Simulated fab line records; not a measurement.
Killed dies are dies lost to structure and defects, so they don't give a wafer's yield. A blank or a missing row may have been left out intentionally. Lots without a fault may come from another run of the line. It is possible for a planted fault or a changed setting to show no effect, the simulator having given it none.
fab line records :: flow sky130
[record]
  lots = 13
  wafers = 39
  last-day = 50
route steps=708 shown LDD_LDN@302 POLY_CUT@317 SD_P@331 RES_XHIGH@335 PAD_OPEN@708
lots that met no fault: from a run of the same line without faults
start-h: hours from the record's first day to the start of the lot's first wafer shown :: wait-h: time in hours since the lot's previous step :: " identical to the entry in the row above :: L1.1+2: one row covering several wafers at once :: - value missing, or start not given :: * or withheld: withheld :: < > ~ a bound
route shown NAME@n: NAME is a module with steps in the file, n the number in the route of the first one :: usual: mean/standard deviation of fault-free wafers :: same: alike in all rows :: chamber/n: place in a boat :: sites: each site's reading :: _std_site: the values' standard deviation :: _edge_site: mean of outer sites minus mean of inner sites :: radius-mm: how far each site lies from the wafer's centre :: mask NAME#n: copy n :: behind: tool/chamber where the wafer was last shaped :: hold: why the lot went on hold/how many hours it stayed there/how the hold came to an end :: device: names the non-switching transistor (n, p or np) :: end of line: the route-end tests of the same wafers :: where a step has no rows: the recipe by itself :: killed: dies lost to structure and defects at the first sort, not the wafer's yield :: map: shows each die of a wafer: x if killed, . if not, _ if none is there
set.NAME: the setting the step ran with; set.NAME@STEP: the setting that earlier step ran with :: model.NAME: the simulator's own value behind a step, which no gauge read
route steps across a sampled set of lots; one table per step, one row per wafer
services: a tool's chamber out of use, with start hour (start-h, from the record's first day; less than 0 if before it), hours out, and reason
[[steps]]
[step SKY_LDD_LDN_TW_MEAS_13]
[usual]
  LDD_LDN_TW = 1475/9.3
lot.wafer: L673.2
tool: film-metro-03
chamber: -
start-h: 537.41
wait-h: 0.1
LDD_LDN_TW: 1492

lot.wafer: L673.3
tool: film-metro-03
chamber: -
start-h: 537.41
wait-h: 0.1
LDD_LDN_TW: 1485

lot.wafer: L673.6
tool: film-metro-03
chamber: -
start-h: 537.41
wait-h: 0.1
LDD_LDN_TW: 1494

lot.wafer: L672.1
tool: film-metro-03
chamber: -
start-h: 538.20
wait-h: 0.1
LDD_LDN_TW: 1486

lot.wafer: L672.2
tool: film-metro-03
chamber: -
start-h: 538.20
wait-h: 0.1
LDD_LDN_TW: 1484

lot.wafer: L672.5
tool: film-metro-03
chamber: -
start-h: 538.20
wait-h: 0.1
LDD_LDN_TW: 1486

lot.wafer: L675.1
tool: film-metro-02
chamber: -
start-h: 553.10
wait-h: 0.1
LDD_LDN_TW: 1482

lot.wafer: L675.2
tool: film-metro-02
chamber: -
start-h: 553.10
wait-h: 0.1
LDD_LDN_TW: 1484

lot.wafer: L675.3
tool: film-metro-02
chamber: -
start-h: 553.10
wait-h: 0.1
LDD_LDN_TW: 1485

lot.wafer: L674.1
tool: film-metro-02
chamber: -
start-h: 556.35
wait-h: 0.1
LDD_LDN_TW: 1484

lot.wafer: L674.2
tool: film-metro-02
chamber: -
start-h: 556.35
wait-h: 0.1
LDD_LDN_TW: 1484

lot.wafer: L674.6
tool: film-metro-02
chamber: -
start-h: 556.35
wait-h: 0.1
LDD_LDN_TW: 1483

lot.wafer: L676.2
tool: film-metro-03
chamber: -
start-h: 562.41
wait-h: 0.1
LDD_LDN_TW: 1472

lot.wafer: L676.4
tool: film-metro-03
chamber: -
start-h: 562.41
wait-h: 0.1
LDD_LDN_TW: 1473

lot.wafer: L676.5
tool: film-metro-03
chamber: -
start-h: 562.41
wait-h: 0.1
LDD_LDN_TW: 1472

lot.wafer: L677.2
tool: film-metro-02
chamber: -
start-h: 580.51
wait-h: 0.1
LDD_LDN_TW: 1484

lot.wafer: L677.3
tool: film-metro-02
chamber: -
start-h: 580.51
wait-h: 0.1
LDD_LDN_TW: 1480

lot.wafer: L677.5
tool: film-metro-02
chamber: -
start-h: 580.51
wait-h: 0.1
LDD_LDN_TW: 1481

lot.wafer: L679.2
tool: film-metro-03
chamber: -
start-h: 588.66
wait-h: 0.1
LDD_LDN_TW: 1465

lot.wafer: L679.4
tool: film-metro-03
chamber: -
start-h: 588.66
wait-h: 0.1
LDD_LDN_TW: 1464

lot.wafer: L679.5
tool: film-metro-03
chamber: -
start-h: 588.66
wait-h: 0.1
LDD_LDN_TW: 1467

lot.wafer: L680.3
tool: film-metro-04
chamber: -
start-h: 599.37
wait-h: 0.1
LDD_LDN_TW: 1482

lot.wafer: L680.4
tool: film-metro-04
chamber: -
start-h: 599.37
wait-h: 0.1
LDD_LDN_TW: 1478

lot.wafer: L680.6
tool: film-metro-04
chamber: -
start-h: 599.37
wait-h: 0.1
LDD_LDN_TW: 1475

lot.wafer: L683.4
tool: film-metro-02
chamber: -
start-h: 620.63
wait-h: 0.1
LDD_LDN_TW: 1480

lot.wafer: L683.5
tool: film-metro-02
chamber: -
start-h: 620.63
wait-h: 0.1
LDD_LDN_TW: 1471

lot.wafer: L683.6
tool: film-metro-02
chamber: -
start-h: 620.63
wait-h: 0.1
LDD_LDN_TW: 1478

lot.wafer: L684.2
tool: film-metro-03
chamber: -
start-h: 632.01
wait-h: 0.1
LDD_LDN_TW: 1466

lot.wafer: L684.4
tool: film-metro-03
chamber: -
start-h: 632.01
wait-h: 0.1
LDD_LDN_TW: 1471

lot.wafer: L684.5
tool: film-metro-03
chamber: -
start-h: 632.01
wait-h: 0.1
LDD_LDN_TW: 1471

lot.wafer: L689.4
tool: film-metro-04
chamber: -
start-h: 665.68
wait-h: 0.1
LDD_LDN_TW: 1450

lot.wafer: L689.5
tool: film-metro-04
chamber: -
start-h: 665.68
wait-h: 0.1
LDD_LDN_TW: 1463

lot.wafer: L689.6
tool: film-metro-04
chamber: -
start-h: 665.68
wait-h: 0.1
LDD_LDN_TW: 1466

lot.wafer: L692.3
tool: film-metro-03
chamber: -
start-h: 690.02
wait-h: 0.1
LDD_LDN_TW: 1469

lot.wafer: L692.5
tool: film-metro-03
chamber: -
start-h: 690.02
wait-h: 0.1
LDD_LDN_TW: 1472

lot.wafer: L692.6
tool: film-metro-03
chamber: -
start-h: 690.02
wait-h: 0.1
LDD_LDN_TW: 1475

lot.wafer: L694.1
tool: film-metro-02
chamber: -
start-h: 696.95
wait-h: 0.1
LDD_LDN_TW: 1482

lot.wafer: L694.3
tool: film-metro-02
chamber: -
start-h: 696.95
wait-h: 0.1
LDD_LDN_TW: 1476

lot.wafer: L694.4
tool: film-metro-02
chamber: -
start-h: 696.95
wait-h: 0.1
LDD_LDN_TW: 1484
[step SKY_POLY_CUT_ETCH_10]
[recipe]
  chemistry = N2/H2
  target = BARC
  ion-energy-ev = 200
  source-w = 500
  bias-w = 100
  pressure-mtorr = 30
  n2-flow-sccm = 100
  h2-flow-sccm = 200
  stop-on = SiO2
  time-s = 45.9
  target-depth-a = 600
[usual]
  drypump-motor-current-A = 5.6/0.48
  oes-product-au = 0.855/0.0047
  throttle-valve-pct = 13.225/0.0089
lot.wafer: L673.2
tool: rie-diel-04
chamber: 0
start-h: 568.37
wait-h: 0.0
drypump-motor-current-A: 5.6
oes-product-au: 0.851
rf-hours-counter-h: 4
throttle-valve-pct: 13.213

lot.wafer: L673.3
tool: rie-diel-04
chamber: 1
start-h: 568.37
wait-h: 0.0
drypump-motor-current-A: 4.9
oes-product-au: 0.864
rf-hours-counter-h: 11
throttle-valve-pct: 13.220

lot.wafer: L673.6
tool: rie-diel-04
chamber: 1
start-h: 568.37
wait-h: 0.0
drypump-motor-current-A: 4.9
oes-product-au: 0.854
rf-hours-counter-h: -
throttle-valve-pct: 13.241

lot.wafer: L672.1
tool: rie-diel-02
chamber: 1
start-h: 569.92
wait-h: 0.0
drypump-motor-current-A: 6.2
oes-product-au: 0.853
rf-hours-counter-h: 1
throttle-valve-pct: 13.241

lot.wafer: L672.2
tool: rie-diel-02
chamber: 3
start-h: 569.92
wait-h: 0.0
drypump-motor-current-A: 5.5
oes-product-au: 0.856
rf-hours-counter-h: 35
throttle-valve-pct: 13.226

lot.wafer: L672.5
tool: rie-diel-02
chamber: 0
start-h: 569.92
wait-h: 0.0
drypump-motor-current-A: 6.0
oes-product-au: 0.854
rf-hours-counter-h: -
throttle-valve-pct: 13.228

lot.wafer: L675.1
tool: rie-diel-04
chamber: 2
start-h: 584.24
wait-h: 0.0
drypump-motor-current-A: 4.8
oes-product-au: 0.861
rf-hours-counter-h: 5
throttle-valve-pct: 13.225

lot.wafer: L675.2
tool: rie-diel-04
chamber: 0
start-h: 584.24
wait-h: 0.0
drypump-motor-current-A: 5.6
oes-product-au: 0.849
rf-hours-counter-h: 5
throttle-valve-pct: 13.230

lot.wafer: L675.3
tool: rie-diel-04
chamber: 3
start-h: 584.24
wait-h: 0.0
drypump-motor-current-A: 5.8
oes-product-au: 0.852
rf-hours-counter-h: 19
throttle-valve-pct: 13.230

lot.wafer: L674.1
tool: rie-diel-01
chamber: 3
start-h: 586.99
wait-h: 0.0
drypump-motor-current-A: 4.9
oes-product-au: 0.849
rf-hours-counter-h: 1
throttle-valve-pct: 13.224

lot.wafer: L674.2
tool: rie-diel-01
chamber: 0
start-h: 586.99
wait-h: 0.0
drypump-motor-current-A: 5.6
oes-product-au: 0.850
rf-hours-counter-h: 18
throttle-valve-pct: 13.233

lot.wafer: L674.6
tool: rie-diel-01
chamber: 0
start-h: 586.99
wait-h: 0.0
drypump-motor-current-A: 5.7
oes-product-au: 0.850
rf-hours-counter-h: -
throttle-valve-pct: 13.223

lot.wafer: L676.2
tool: rie-diel-04
chamber: 3
start-h: 593.97
wait-h: 0.0
drypump-motor-current-A: 5.8
oes-product-au: 0.854
rf-hours-counter-h: 19
throttle-valve-pct: 13.215

lot.wafer: L676.4
tool: rie-diel-04
chamber: 2
start-h: 593.97
wait-h: 0.0
drypump-motor-current-A: 4.8
oes-product-au: 0.852
rf-hours-counter-h: 5
throttle-valve-pct: 13.235

lot.wafer: L676.5
tool: rie-diel-04
chamber: 0
start-h: 593.97
wait-h: 0.0
drypump-motor-current-A: 5.6
oes-product-au: 0.855
rf-hours-counter-h: -
throttle-valve-pct: 13.224

lot.wafer: L677.2
tool: rie-diel-04
chamber: 1
start-h: 611.52
wait-h: 0.0
drypump-motor-current-A: 4.9
oes-product-au: 0.860
rf-hours-counter-h: 12
throttle-valve-pct: 13.208

lot.wafer: L677.3
tool: rie-diel-04
chamber: 2
start-h: 611.52
wait-h: 0.0
drypump-motor-current-A: 4.8
oes-product-au: 0.858
rf-hours-counter-h: 6
throttle-valve-pct: 13.226

lot.wafer: L677.5
tool: rie-diel-04
chamber: 3
start-h: 611.52
wait-h: 0.0
drypump-motor-current-A: 5.8
oes-product-au: 0.856
rf-hours-counter-h: -
throttle-valve-pct: 13.218

lot.wafer: L679.2
tool: rie-diel-01
chamber: 2
start-h: 619.52
wait-h: 0.0
drypump-motor-current-A: 5.6
oes-product-au: 0.860
rf-hours-counter-h: 0
throttle-valve-pct: 13.226

lot.wafer: L679.4
tool: rie-diel-01
chamber: 1
start-h: 619.52
wait-h: 0.0
drypump-motor-current-A: 6.3
oes-product-au: 0.863
rf-hours-counter-h: -
throttle-valve-pct: 13.214

lot.wafer: L679.5
tool: rie-diel-01
chamber: 0
start-h: 619.52
wait-h: 0.0
drypump-motor-current-A: 5.7
oes-product-au: 0.862
rf-hours-counter-h: -
throttle-valve-pct: 13.228

lot.wafer: L680.3
tool: rie-diel-04
chamber: 1
start-h: 630.27
wait-h: 0.0
drypump-motor-current-A: 4.9
oes-product-au: 0.854
rf-hours-counter-h: 12
throttle-valve-pct: 13.218

lot.wafer: L680.4
tool: rie-diel-04
chamber: 0
start-h: 630.27
wait-h: 0.0
drypump-motor-current-A: 5.6
oes-product-au: 0.850
rf-hours-counter-h: 6
throttle-valve-pct: 13.230

lot.wafer: L680.6
tool: rie-diel-04
chamber: 2
start-h: 630.27
wait-h: 0.0
drypump-motor-current-A: 4.8
oes-product-au: 0.864
rf-hours-counter-h: -
throttle-valve-pct: 13.237

lot.wafer: L683.4
tool: rie-diel-01
chamber: 0
start-h: 651.31
wait-h: 0.0
drypump-motor-current-A: 5.7
oes-product-au: 0.856
rf-hours-counter-h: -
throttle-valve-pct: 13.216

lot.wafer: L683.5
tool: rie-diel-01
chamber: 2
start-h: 651.31
wait-h: 0.0
drypump-motor-current-A: 5.6
oes-product-au: 0.857
rf-hours-counter-h: -
throttle-valve-pct: 13.217

lot.wafer: L683.6
tool: rie-diel-01
chamber: 1
start-h: 651.31
wait-h: 0.0
drypump-motor-current-A: 6.4
oes-product-au: 0.857
rf-hours-counter-h: -
throttle-valve-pct: 13.226

lot.wafer: L684.2
tool: rie-diel-04
chamber: 3
start-h: 661.59
wait-h: 0.0
drypump-motor-current-A: 5.8
oes-product-au: 0.857
rf-hours-counter-h: 20
throttle-valve-pct: 13.220

lot.wafer: L684.4
tool: rie-diel-04
chamber: 1
start-h: 661.59
wait-h: 0.0
drypump-motor-current-A: 4.9
oes-product-au: 0.849
rf-hours-counter-h: 13
throttle-valve-pct: 13.228

lot.wafer: L684.5
tool: rie-diel-04
chamber: 0
start-h: 661.59
wait-h: 0.0
drypump-motor-current-A: 5.5
oes-product-au: 0.859
rf-hours-counter-h: -
throttle-valve-pct: 13.228

lot.wafer: L689.4
tool: rie-diel-04
chamber: 2
start-h: 697.62
wait-h: 0.0
drypump-motor-current-A: 4.8
oes-product-au: 0.856
rf-hours-counter-h: 7
throttle-valve-pct: 13.206

lot.wafer: L689.5
tool: rie-diel-04
chamber: 2
start-h: 697.62
wait-h: 0.0
drypump-motor-current-A: 4.8
oes-product-au: 0.853
rf-hours-counter-h: -
throttle-valve-pct: 13.216

lot.wafer: L689.6
tool: rie-diel-04
chamber: 3
start-h: 697.62
wait-h: 0.0
drypump-motor-current-A: 5.8
oes-product-au: 0.857
rf-hours-counter-h: -
throttle-valve-pct: 13.228

lot.wafer: L692.3
tool: rie-diel-01
chamber: 0
start-h: 719.97
wait-h: 0.0
drypump-motor-current-A: 5.6
oes-product-au: 0.863
rf-hours-counter-h: 20
throttle-valve-pct: 13.219

lot.wafer: L692.5
tool: rie-diel-01
chamber: 2
start-h: 719.97
wait-h: 0.0
drypump-motor-current-A: 5.6
oes-product-au: 0.846
rf-hours-counter-h: -
throttle-valve-pct: 13.230

lot.wafer: L692.6
tool: rie-diel-01
chamber: 3
start-h: 719.97
wait-h: 0.0
drypump-motor-current-A: 4.9
oes-product-au: 0.857
rf-hours-counter-h: -
throttle-valve-pct: 13.236

lot.wafer: L694.1
tool: rie-diel-02
chamber: 0
start-h: 727.22
wait-h: 0.0
drypump-motor-current-A: 6.1
oes-product-au: 0.854
rf-hours-counter-h: 2
throttle-valve-pct: 13.201

lot.wafer: L694.3
tool: rie-diel-02
chamber: 1
start-h: 727.22
wait-h: 0.0
drypump-motor-current-A: 6.2
oes-product-au: 0.850
rf-hours-counter-h: 5
throttle-valve-pct: 13.207

lot.wafer: L694.4
tool: rie-diel-02
chamber: 3
start-h: 727.22
wait-h: 0.0
drypump-motor-current-A: 5.5
oes-product-au: 0.853
rf-hours-counter-h: -
throttle-valve-pct: 13.233
[step SKY_SD_P_TW_MEAS_11]
[usual]
  SD_P_TW = 2838/35
lot.wafer: L673.2
tool: film-metro-04
chamber: -
start-h: 598.35
wait-h: 0.1
SD_P_TW: 2811

lot.wafer: L673.3
tool: film-metro-04
chamber: -
start-h: 598.35
wait-h: 0.1
SD_P_TW: 2811

lot.wafer: L673.6
tool: film-metro-04
chamber: -
start-h: 598.35
wait-h: 0.1
SD_P_TW: 2807

lot.wafer: L672.1
tool: film-metro-01
chamber: -
start-h: 600.02
wait-h: 0.1
SD_P_TW: 2885

lot.wafer: L672.2
tool: film-metro-01
chamber: -
start-h: 600.02
wait-h: 0.1
SD_P_TW: 2875

lot.wafer: L672.5
tool: film-metro-01
chamber: -
start-h: 600.02
wait-h: 0.1
SD_P_TW: 2870

lot.wafer: L675.1
tool: film-metro-01
chamber: -
start-h: 613.57
wait-h: 0.1
SD_P_TW: 2855

lot.wafer: L675.2
tool: film-metro-01
chamber: -
start-h: 613.57
wait-h: 0.1
SD_P_TW: 2866

lot.wafer: L675.3
tool: film-metro-01
chamber: -
start-h: 613.57
wait-h: 0.1
SD_P_TW: 2873

lot.wafer: L674.1
tool: film-metro-04
chamber: -
start-h: 616.97
wait-h: 0.1
SD_P_TW: 2787

lot.wafer: L674.2
tool: film-metro-04
chamber: -
start-h: 616.97
wait-h: 0.1
SD_P_TW: 2782

lot.wafer: L674.6
tool: film-metro-04
chamber: -
start-h: 616.97
wait-h: 0.1
SD_P_TW: 2779

lot.wafer: L676.2
tool: film-metro-01
chamber: -
start-h: 622.98
wait-h: 0.1
SD_P_TW: 2869

lot.wafer: L676.4
tool: film-metro-01
chamber: -
start-h: 622.98
wait-h: 0.1
SD_P_TW: 2857

lot.wafer: L676.5
tool: film-metro-01
chamber: -
start-h: 622.98
wait-h: 0.1
SD_P_TW: 2850

lot.wafer: L677.2
tool: film-metro-02
chamber: -
start-h: 641.23
wait-h: 0.1
SD_P_TW: 2821

lot.wafer: L677.3
tool: film-metro-02
chamber: -
start-h: 641.23
wait-h: 0.1
SD_P_TW: 2838

lot.wafer: L677.5
tool: film-metro-02
chamber: -
start-h: 641.23
wait-h: 0.1
SD_P_TW: 2806

lot.wafer: L679.2
tool: film-metro-04
chamber: -
start-h: 648.20
wait-h: 0.1
SD_P_TW: 2806

lot.wafer: L679.4
tool: film-metro-04
chamber: -
start-h: 648.20
wait-h: 0.1
SD_P_TW: 2787

lot.wafer: L679.5
tool: film-metro-04
chamber: -
start-h: 648.20
wait-h: 0.1
SD_P_TW: 2779

lot.wafer: L680.3
tool: film-metro-01
chamber: -
start-h: 659.01
wait-h: 0.1
SD_P_TW: 2877

lot.wafer: L680.4
tool: film-metro-01
chamber: -
start-h: 659.01
wait-h: 0.1
SD_P_TW: 2872

lot.wafer: L680.6
tool: film-metro-01
chamber: -
start-h: 659.01
wait-h: 0.1
SD_P_TW: 2878

lot.wafer: L683.4
tool: film-metro-04
chamber: -
start-h: 680.30
wait-h: 0.1
SD_P_TW: 2802

lot.wafer: L683.5
tool: film-metro-04
chamber: -
start-h: 680.30
wait-h: 0.1
SD_P_TW: 2821

lot.wafer: L683.6
tool: film-metro-04
chamber: -
start-h: 680.30
wait-h: 0.1
SD_P_TW: 2827

lot.wafer: L684.2
tool: film-metro-04
chamber: -
start-h: 690.98
wait-h: 0.1
SD_P_TW: 2808

lot.wafer: L684.4
tool: film-metro-04
chamber: -
start-h: 690.98
wait-h: 0.1
SD_P_TW: 2819

lot.wafer: L684.5
tool: film-metro-04
chamber: -
start-h: 690.98
wait-h: 0.1
SD_P_TW: 2817

lot.wafer: L689.4
tool: film-metro-01
chamber: -
start-h: 725.95
wait-h: 0.1
SD_P_TW: 2883

lot.wafer: L689.5
tool: film-metro-01
chamber: -
start-h: 725.95
wait-h: 0.1
SD_P_TW: 2876

lot.wafer: L689.6
tool: film-metro-01
chamber: -
start-h: 725.95
wait-h: 0.1
SD_P_TW: 2861

lot.wafer: L692.3
tool: film-metro-02
chamber: -
start-h: 747.11
wait-h: 0.1
SD_P_TW: 2811

lot.wafer: L692.5
tool: film-metro-02
chamber: -
start-h: 747.11
wait-h: 0.1
SD_P_TW: 2828

lot.wafer: L692.6
tool: film-metro-02
chamber: -
start-h: 747.11
wait-h: 0.1
SD_P_TW: 2822

lot.wafer: L694.1
tool: film-metro-01
chamber: -
start-h: 754.44
wait-h: 0.1
SD_P_TW: 2863

lot.wafer: L694.3
tool: film-metro-01
chamber: -
start-h: 754.44
wait-h: 0.1
SD_P_TW: 2870

lot.wafer: L694.4
tool: film-metro-01
chamber: -
start-h: 754.44
wait-h: 0.1
SD_P_TW: 2856
[step SKY_RES_XHIGH_SOFTBAKE_03]
[recipe]
  temp-c = 90
  time-s = 60
  resist = NOVOLAK
[usual]
  run-length-s = 88.99/0.24
lot.wafer: L673.2
tool: litho-track-02
chamber: 0
start-h: 612.74
wait-h: 0.1
run-length-s: 89.43

lot.wafer: L673.3
tool: litho-track-02
chamber: 0
start-h: 612.74
wait-h: 0.1
run-length-s: 89.40

lot.wafer: L673.6
tool: litho-track-02
chamber: 0
start-h: 612.74
wait-h: 0.1
run-length-s: 89.48

lot.wafer: L672.1
tool: litho-track-02
chamber: 0
start-h: 614.42
wait-h: 0.1
run-length-s: 89.32

lot.wafer: L672.2
tool: litho-track-02
chamber: 0
start-h: 614.42
wait-h: 0.1
run-length-s: 89.64

lot.wafer: L672.5
tool: litho-track-02
chamber: 0
start-h: 614.42
wait-h: 0.1
run-length-s: 89.56

lot.wafer: L675.1
tool: litho-track-04
chamber: 0
start-h: 628.71
wait-h: 0.1
run-length-s: 88.91

lot.wafer: L675.2
tool: litho-track-04
chamber: 0
start-h: 628.71
wait-h: 0.1
run-length-s: 89.00

lot.wafer: L675.3
tool: litho-track-04
chamber: 0
start-h: 628.71
wait-h: 0.1
run-length-s: 88.98

lot.wafer: L674.1
tool: litho-track-01
chamber: 0
start-h: 631.79
wait-h: 0.1
run-length-s: 88.98

lot.wafer: L674.2
tool: litho-track-01
chamber: 0
start-h: 631.79
wait-h: 0.1
run-length-s: 88.85

lot.wafer: L674.6
tool: litho-track-01
chamber: 0
start-h: 631.79
wait-h: 0.1
run-length-s: 88.80

lot.wafer: L676.2
tool: litho-track-04
chamber: 0
start-h: 637.58
wait-h: 0.1
run-length-s: 89.12

lot.wafer: L676.4
tool: litho-track-04
chamber: 0
start-h: 637.58
wait-h: 0.1
run-length-s: 88.86

lot.wafer: L676.5
tool: litho-track-04
chamber: 0
start-h: 637.58
wait-h: 0.1
run-length-s: 89.02

lot.wafer: L677.2
tool: litho-track-04
chamber: 0
start-h: 655.43
wait-h: 0.1
run-length-s: 89.02

lot.wafer: L677.3
tool: litho-track-04
chamber: 0
start-h: 655.43
wait-h: 0.1
run-length-s: 88.86

lot.wafer: L677.5
tool: litho-track-04
chamber: 0
start-h: 655.43
wait-h: 0.1
run-length-s: 88.95

lot.wafer: L679.2
tool: litho-track-01
chamber: 0
start-h: 662.51
wait-h: 0.1
run-length-s: 88.87

lot.wafer: L679.4
tool: litho-track-01
chamber: 0
start-h: 662.51
wait-h: 0.1
run-length-s: 88.72

lot.wafer: L679.5
tool: litho-track-01
chamber: 0
start-h: 662.51
wait-h: 0.1
run-length-s: 88.84

lot.wafer: L680.3
tool: litho-track-04
chamber: 0
start-h: 672.51
wait-h: 0.1
run-length-s: 89.06

lot.wafer: L680.4
tool: litho-track-04
chamber: 0
start-h: 672.51
wait-h: 0.1
run-length-s: 89.03

lot.wafer: L680.6
tool: litho-track-04
chamber: 0
start-h: 672.51
wait-h: 0.1
run-length-s: 89.03

lot.wafer: L683.4
tool: litho-track-02
chamber: 0
start-h: 694.24
wait-h: 0.1
run-length-s: 89.49

lot.wafer: L683.5
tool: litho-track-02
chamber: 0
start-h: 694.24
wait-h: 0.1
run-length-s: 89.58

lot.wafer: L683.6
tool: litho-track-02
chamber: 0
start-h: 694.24
wait-h: 0.1
run-length-s: 89.35

lot.wafer: L684.2
tool: litho-track-04
chamber: 0
start-h: 704.98
wait-h: 0.1
run-length-s: 105.27

lot.wafer: L684.4
tool: litho-track-04
chamber: 0
start-h: 704.98
wait-h: 0.1
run-length-s: 105.28

lot.wafer: L684.5
tool: litho-track-04
chamber: 0
start-h: 704.98
wait-h: 0.1
run-length-s: 105.34

lot.wafer: L689.4
tool: litho-track-04
chamber: 0
start-h: 739.33
wait-h: 0.1
run-length-s: 105.54

lot.wafer: L689.5
tool: litho-track-04
chamber: 0
start-h: 739.33
wait-h: 0.1
run-length-s: 105.45

lot.wafer: L689.6
tool: litho-track-04
chamber: 0
start-h: 739.33
wait-h: 0.1
run-length-s: 105.46

lot.wafer: L692.3
tool: litho-track-01
chamber: 0
start-h: 759.39
wait-h: 0.1
run-length-s: 88.88

lot.wafer: L692.5
tool: litho-track-01
chamber: 0
start-h: 759.39
wait-h: 0.1
run-length-s: 88.94

lot.wafer: L692.6
tool: litho-track-01
chamber: 0
start-h: 759.39
wait-h: 0.1
run-length-s: 88.81

lot.wafer: L694.1
tool: litho-track-01
chamber: 0
start-h: 767.74
wait-h: 0.1
run-length-s: 88.92

lot.wafer: L694.3
tool: litho-track-01
chamber: 0
start-h: 767.74
wait-h: 0.1
run-length-s: 88.73

lot.wafer: L694.4
tool: litho-track-01
chamber: 0
start-h: 767.74
wait-h: 0.1
run-length-s: 88.85
[step SKY_PAD_OPEN_PROBE_99]
[usual]
  killed_at_M0_to_M3 = 43/7.6
  killed_at_M4_up = 2.8/1.9
  killed-at-contacts = 24/4.7
  killed-at-front-end = 16/4.4
  killed-at-other = 0.2/0.4
  killed-dies = 86/9.9
  killed-open = 47/8.2
  killed-short = 39/6.3
[same]
  gross-dies = 492
  killed-at-back-side = 0
lot.wafer: L680.3
tool: prober-01
chamber: -
start-h: 1125.33
wait-h: 0.2
killed_at_M0_to_M3: 50
killed_at_M4_up: 4
killed-at-contacts: 25
killed-at-front-end: 17
killed-at-other: 0
killed-dies: 96
killed-open: 61
killed-short: 35

lot.wafer: L680.4
tool: prober-01
chamber: -
start-h: 1125.38
wait-h: 0.2
killed_at_M0_to_M3: 38
killed_at_M4_up: 1
killed-at-contacts: 20
killed-at-front-end: 12
killed-at-other: 1
killed-dies: 72
killed-open: 42
killed-short: 30

lot.wafer: L680.6
tool: prober-01
chamber: -
start-h: 1125.48
wait-h: 0.2
killed_at_M0_to_M3: 46
killed_at_M4_up: 3
killed-at-contacts: 30
killed-at-front-end: 20
killed-at-other: 0
killed-dies: 99
killed-open: 58
killed-short: 41
// killed by level:class
L680.3 VIA1:geometric-particle:open=16 CONTACT:geometric-particle:open=9 VIA3:geometric-particle:open=8 LI_CONTACT:geometric-particle:open=7 VIA2:geometric-particle:open=7 METAL2:geometric-particle:short=6 FIELD_ISO:geometric-particle:open=5 LOCAL_INTERCONNECT:geometric-particle:short=4
L680.4 VIA3:geometric-particle:open=9 LI_CONTACT:geometric-particle:open=6 CONTACT:geometric-particle:open=6 VIA2:geometric-particle:open=6 FIELD_ISO:geometric-particle:short=5 VIA1:geometric-particle:open=5 CONTACT:geometric-particle:short=4 METAL1:geometric-particle:short=4
L680.6 CONTACT:geometric-particle:open=15 VIA3:geometric-particle:open=11 VIA1:geometric-particle:open=9 POLY_GATE:geometric-particle:open=7 METAL2:geometric-particle:short=7 VIA2:geometric-particle:open=7 VIA3:geometric-particle:short=6 LI_CONTACT:geometric-particle:short=5
[[services]]
tool: rie-diel-02
chamber: 0
start-h: 545.75
hours: 4.5
kind: repair

tool: rie-diel-01
chamber: 2
start-h: 579.09
hours: -
kind: clean

tool: rie-diel-01
chamber: 2
start-h: 579.09
hours: 10.5
kind: scheduled-down

tool: rie-diel-01
chamber: 2
start-h: 579.09
hours: 10.5
kind: vent-cycle

tool: rie-diel-01
chamber: 1
start-h: 603.09
hours: 8.5
kind: repair

tool: rie-diel-01
chamber: 3
start-h: 618.38
hours: 1.3
kind: repair

tool: rie-diel-01
chamber: 3
start-h: 649.66
hours: 4.7
kind: repair

tool: rie-diel-02
chamber: 0
start-h: 654.21
hours: -
kind: clean

tool: rie-diel-02
chamber: 0
start-h: 654.21
hours: 14.2
kind: scheduled-down

tool: rie-diel-02
chamber: 0
start-h: 654.21
hours: 14.2
kind: vent-cycle

tool: rie-diel-02
chamber: 2
start-h: 699.89
hours: 67.7
kind: repair

tool: rie-diel-01
chamber: -
start-h: 747.91
hours: 2.8
kind: pm

tool: rie-diel-02
chamber: 3
start-h: 756.92
hours: 5.2
kind: repair
[[key]]
[first-sign]
  step = SKY_RES_XHIGH_SOFTBAKE_03
  reading = run-length-s
  direction = up
  sigmas = 69
  usual = *
  struck = *
effect none on later readings
met-at SKY_RES_XHIGH_SOFTBAKE_03
struck-lots L684,L689
tester-left-out L684,L689
not-acting-at SKY_LDD_LDN_TW_MEAS_13,SKY_POLY_CUT_ETCH_10,SKY_SD_P_TW_MEAS_11
onset-between 672.51 704.98
[fault]
  kind = process-parameter-drift
  tool = litho-track-04
  chamber = -
  onset-h = 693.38
  steps = SKY_RES_XHIGH_SOFTBAKE_03
  channel = time-s
  offset = *
  shape = step
  end-h = 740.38
  acts-in = *
  stated = *
// tester-left-out: of these lots the tester's yield and bins aren't shown, on N5 and GAA mostly nor the transistor test; their killed dies are dies lost to structure and defects alone, not to doping, threshold or leakage, so they don't give the yield
